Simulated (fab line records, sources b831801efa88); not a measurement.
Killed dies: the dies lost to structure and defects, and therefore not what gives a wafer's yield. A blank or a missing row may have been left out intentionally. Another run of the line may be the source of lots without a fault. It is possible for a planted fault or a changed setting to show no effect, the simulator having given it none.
Which tool did it? -- flow gf180mcu -- 6 lots with 17 wafers sampled at 5 steps, on a route of 602 steps

## WHAT EACH GAUGE READ, for each wafer
GF_PSD_RS_MEAS_14: measures by four-point-probe.
lot,measured,on,NSD_RS (ohm/sq)
L488,day 14 09:31,film metro-02,46.00 46.10 46.09
L494,day 17 02:00,film metro-03,46.00 46.03 46.00
L497,day 17 21:42,film metro-03,46.18 45.98 46.09
L500,day 18 17:26,film metro-04,46.06 46.16 46.09
L507,day 21 02:57,film metro-04,47.02 46.17
L509,day 21 23:08,film metro-04,46.83 46.05 46.88

## WHAT TOOL EACH LOT RAN ON (gives the tool, then ch and the chambers of the sampled wafers, and finally the start)
lot,GF_HV_LDD_RTA_52,GF_HV_LDD_ETCHBACK_58,GF_NSD_IMPLANT_09,GF_NSD_STRIP_11
L488,"rtp anneal-01 ch 0, day 12 14:44","rie diel-04 ch 0,1, day 12 17:28","implanter-02 ch 0, day 13 12:50","plasma asher-02 ch 0,1, day 13 13:07"
L494,"rtp anneal-01 ch 0, day 15 02:06","rie diel-04 ch 0,2,3, day 15 05:26","implanter-04 ch 0, day 16 03:08","plasma asher-01 ch 0,1, day 16 03:26"
L497,"rtp anneal-01 ch 0, day 15 22:17","rie diel-03 ch 0,3, day 16 01:05","implanter-02 ch 0, day 16 22:43","plasma asher-01 ch 0,1, day 16 22:59"
L500,"rtp anneal-01 ch 0, day 16 17:13","rie diel-03 ch 0,1,3, day 16 19:58","implanter-04 ch 0, day 17 17:32","plasma asher-02 ch 0,1, day 17 17:50"
L507,"rtp anneal-02 ch 0, day 18 23:34","rie diel-03 ch 1, day 19 02:23","implanter-02 ch 0, day 20 01:53","plasma asher-03 ch 1, day 20 02:11"
L509,"rtp anneal-01 ch 0, day 19 19:37","rie diel-03 ch 0,2, day 19 22:56","implanter-02 ch 0, day 20 23:14","plasma asher-01 ch 0,1, day 20 23:32"
- GF_HV_LDD_RTA_52: time 10 s.
- GF_HV_LDD_ETCHBACK_58: etches Si3N4 in CH3F/O2, stops on SiO2, time 100 s, target depth 90 nm.
- GF_NSD_IMPLANT_09
- GF_NSD_STRIP_11: strips in O2/N2.

## THE ANSWER, worked out from the rows above alone
Rule: the lots themselves supply what counts as usual. Put in order of their means at a reading, lots are off if they are a third of the lots or fewer, leave a main group of 4 or more, and stand apart from it by a gap of 3 or more times the standard deviation of the main group's means; of several such gaps the widest counts. A main group whose means are all the same, to the digits that the tables above print for the reading, isn't used. Also off: a lot with no number at a reading for which 4 or more lots have one. All remaining lots with rows at the step are treated as sound.
Off: L507, L509, seen at GF_PSD_RS_MEAS_14 (NSD_RS). The main group: mean 46.06 ohm/sq, standard deviation 0.035.
If a tool, at a process step before that reading, ran all the lots that are off and no sound lot after the first of them, it fits. Those tools and the gauges at GF_PSD_RS_MEAS_14 are tried in the same way. Can't be told from this: 3 tools fit, rie diel-03 at GF_HV_LDD_ETCHBACK_58, implanter-02 at GF_NSD_IMPLANT_09, film metro-04 at GF_PSD_RS_MEAS_14.

## WHAT WAS PUT IN BY THE SIMULATOR
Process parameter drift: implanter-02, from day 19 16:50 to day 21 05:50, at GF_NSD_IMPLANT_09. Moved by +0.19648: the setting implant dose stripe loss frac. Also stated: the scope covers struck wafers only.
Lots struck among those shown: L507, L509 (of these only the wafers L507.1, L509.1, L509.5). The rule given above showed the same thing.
